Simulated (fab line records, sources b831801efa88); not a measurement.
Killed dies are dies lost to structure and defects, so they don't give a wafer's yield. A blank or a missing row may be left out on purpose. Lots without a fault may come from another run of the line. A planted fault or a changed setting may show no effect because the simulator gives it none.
Which tool did it? | flow sfq_line | 14 lots, 42 wafers sampled, at 4 steps of a route of 325

WHAT THE GAUGES READ, wafer by wafer
The record holds no reading of a measuring or inspecting step that can be judged against a usual standard deviation.

WHICH TOOL RAN EACH LOT (tool, then ch and the chambers of the sampled wafers, then the start)
lot  | SFQ_TRILAYER_M2_ETCH_METAL_ETCH_060 | SFQ_TRILAYER_JJ_CE_STRIP_STRIP_120 | SFQ_TRILAYER_M6_STRIP_STRIP_163   | SFQ_TRILAYER_I7_CMP_CMP_184
L924 | rie_metal-03 ch 1, day 32 03:54     | rie_metal-01 ch 0,1, day 55 15:10  | rie_metal-04 ch 0,1, day 67 15:10 | cmp-01 ch 0,1,3, day 72 20:47
L926 | rie_metal-02 ch 0,1, day 32 08:36   | rie_metal-04 ch 0, day 56 02:01    | rie_metal-02 ch 0,1, day 70 16:29 | cmp-02 ch 1,3, day 75 22:02
L928 | rie_metal-02 ch 0,1, day 32 12:14   | rie_metal-04 ch 0,1, day 56 06:58  | rie_metal-04 ch 0,1, day 73 17:43 | cmp-02 ch 0,1,3, day 77 23:16
L929 | rie_metal-03 ch 1, day 32 14:40     | rie_metal-03 ch 0,1, day 56 13:58  | rie_metal-02 ch 0,1, day 80 02:29 | cmp-01 ch 1,2,3, day 84 15:47
L930 | rie_metal-04 ch 0,1, day 32 15:50   | rie_metal-03 ch 0,1, day 56 15:25  | rie_metal-02 ch 0,1, day 80 05:05 | cmp-02 ch 1,2,3, day 84 21:38
L931 | rie_metal-03 ch 1, day 32 18:18     | rie_metal-03 ch 0,1, day 56 17:34  | rie_metal-04 ch 1, day 80 07:17   | cmp-01 ch 0,1,2, day 85 01:17
L932 | rie_metal-04 ch 0, day 32 20:36     | rie_metal-01 ch 0,1, day 57 00:46  | rie_metal-04 ch 0, day 80 16:53   | cmp-02 ch 0,2, day 85 08:38
L934 | rie_metal-04 ch 0,1, day 33 03:58   | rie_metal-04 ch 0,1, day 57 10:46  | rie_metal-02 ch 0,1, day 81 07:19 | cmp-01 ch 0,2,3, day 85 18:17
L935 | rie_metal-03 ch 0,1, day 33 06:35   | rie_metal-04 ch 0,1, day 62 13:38  | rie_metal-04 ch 0,1, day 81 10:43 | cmp-02 ch 0,3, day 85 20:08
L936 | rie_metal-04 ch 0,1, day 33 07:47   | rie_metal-04 ch 0,1, day 62 17:14  | rie_metal-01 ch 0,1, day 81 14:19 | cmp-02 ch 2,3, day 85 23:08
L941 | rie_metal-04 ch 0,1, day 33 14:59   | rie_metal-03 ch 0,1, day 63 10:02  | rie_metal-04 ch 1, day 82 09:42   | cmp-02 ch 0,1,3, day 86 23:08
L943 | rie_metal-03 ch 0,1, day 33 18:00   | rie_metal-03 ch 0,1, day 68 09:40  | rie_metal-04 ch 1, day 82 15:30   | cmp-01 ch 0,1, day 87 07:08
L946 | rie_metal-02 ch 0,1, day 40 16:28   | rie_metal-04 ch 0,1, day 69 04:00  | rie_metal-01 ch 1, day 83 23:14   | cmp-01 ch 1,3, day 88 16:39
L947 | rie_metal-03 ch 0,1, day 41 16:26   | rie_metal-01 ch 1, day 69 07:24    | rie_metal-04 ch 0,1, day 83 23:51 | cmp-01 ch 0,2, day 88 20:09
- SFQ_TRILAYER_M2_ETCH_METAL_ETCH_060: etches Nb in Cl2/Ar, stops on SiO2, target depth 240 nm, time 120 s.
- SFQ_TRILAYER_JJ_CE_STRIP_STRIP_120: strips in O2.
- SFQ_TRILAYER_M6_STRIP_STRIP_163: strips in O2.
- SFQ_TRILAYER_I7_CMP_CMP_184: polishes SiO2.

WHAT THE TOOLS THEMSELVES READ (means of the sampled wafers that have a number; where no wafer has one, the mark that the record gives instead)
SFQ_TRILAYER_M2_ETCH_METAL_ETCH_060.
lot  | tool         | drypump_motor_current_A (A) | oes_product_au (a.u.)
L924 | rie_metal-03 | 5.3                         | 0.899
L926 | rie_metal-02 | 5.7                         | 0.899
L928 | rie_metal-02 | 5.7                         | 0.893
L929 | rie_metal-03 | 5.3                         | 0.897
L930 | rie_metal-04 | 6.1                         | 0.901
L931 | rie_metal-03 | 5.3                         | 0.891
L932 | rie_metal-04 | 6.2                         | 0.900
L934 | rie_metal-04 | 6.1                         | 0.908
L935 | rie_metal-03 | 5.4                         | 0.903
L936 | rie_metal-04 | 6.1                         | 0.897
L941 | rie_metal-04 | 6.1                         | 0.896
L943 | rie_metal-03 | 5.3                         | 0.898
L946 | rie_metal-02 | 5.7                         | 0.886
L947 | rie_metal-03 | 5.3                         | 0.900

SFQ_TRILAYER_JJ_CE_STRIP_STRIP_120.
lot  | tool         | drypump_motor_current_A (A) | oes_product_au (a.u.)
L924 | rie_metal-01 | 5.8                         | 0.996
L926 | rie_metal-04 | 6.2                         | 1.009
L928 | rie_metal-04 | 6.2                         | 1.000
L929 | rie_metal-03 | 5.4                         | 0.992
L930 | rie_metal-03 | 5.4                         | 1.005
L931 | rie_metal-03 | 5.4                         | 0.999
L932 | rie_metal-01 | 5.5                         | 1.015
L934 | rie_metal-04 | 6.1                         | 1.012
L935 | rie_metal-04 | 6.2                         | 1.009
L936 | rie_metal-04 | 6.1                         | 0.998
L941 | rie_metal-03 | 5.3                         | 0.997
L943 | rie_metal-03 | 5.3                         | 0.999
L946 | rie_metal-04 | 6.1                         | 1.015
L947 | rie_metal-01 | 5.5                         | 1.011

SFQ_TRILAYER_M6_STRIP_STRIP_163.
lot  | tool         | drypump_motor_current_A (A) | oes_product_au (a.u.)
L924 | rie_metal-04 | 6.1                         | 1.015
L926 | rie_metal-02 | 5.7                         | 1.007
L928 | rie_metal-04 | 6.1                         | 1.006
L929 | rie_metal-02 | 5.7                         | 1.007
L930 | rie_metal-02 | 5.7                         | 1.001
L931 | rie_metal-04 | 6.0                         | 1.011
L932 | rie_metal-04 | 6.2                         | 1.005
L934 | rie_metal-02 | 5.9                         | 0.996
L935 | rie_metal-04 | 6.1                         | 1.007
L936 | rie_metal-01 | 5.8                         | 0.999
L941 | rie_metal-04 | 6.0                         | 1.012
L943 | rie_metal-04 | 6.1                         | 1.010
L946 | rie_metal-01 | 5.4                         | 1.004
L947 | rie_metal-04 | 6.1                         | 1.006

SFQ_TRILAYER_I7_CMP_CMP_184.
lot  | tool   | edge_zone_pressure_frac | motor_current_A (A) | time_to_endpoint_s (s)
L924 | cmp-01 | 1.001                   | 10.2                | 221
L926 | cmp-02 | 0.993                   | 10.5                | 212
L928 | cmp-02 | 1.001                   | 9.9                 | 214
L929 | cmp-01 | 1.002                   | 10.3                | 210
L930 | cmp-02 | 1.005                   | 9.9                 | 227
L931 | cmp-01 | 1.002                   | 10.5                | 212
L932 | cmp-02 | 0.992                   | 9.1                 | 236
L934 | cmp-01 | 1.000                   | 10.0                | 204
L935 | cmp-02 | 1.005                   | 10.3                | 155
L936 | cmp-02 | 1.002                   | 9.5                 | 184
L941 | cmp-02 | 0.998                   | 10.4                | 225
L943 | cmp-01 | 0.999                   | 10.8                | 218
L946 | cmp-01 | 1.000                   | 10.4                | 225
L947 | cmp-01 | 1.000                   | 10.3                | 204

THE ANSWER, worked out from the rows above alone
Rule: what is usual is taken from the lots themselves. Put in order of their means at a reading, lots are off if they are a third of the lots or fewer, leave a main group of 4 or more, and stand apart from it by a gap of 3 or more times the standard deviation of the main group's means; of several such gaps the widest counts. A main group whose means are all the same, to the digits that the tables above print for the reading, isn't used. A lot without any number at a reading at which 4 lots or more have one is off too. The other lots that the step has rows for count as sound. The gauges are gone through in route order, then the tools' own readings, and for those a lot's mean is taken as printed above. The first step at which some lot is off is used, and at that step the reading that is off furthest; a lot without a number counts as furthest.
No lot is off at any reading shown: from this, nothing can be told.

WHAT THE SIMULATOR HAD PUT IN
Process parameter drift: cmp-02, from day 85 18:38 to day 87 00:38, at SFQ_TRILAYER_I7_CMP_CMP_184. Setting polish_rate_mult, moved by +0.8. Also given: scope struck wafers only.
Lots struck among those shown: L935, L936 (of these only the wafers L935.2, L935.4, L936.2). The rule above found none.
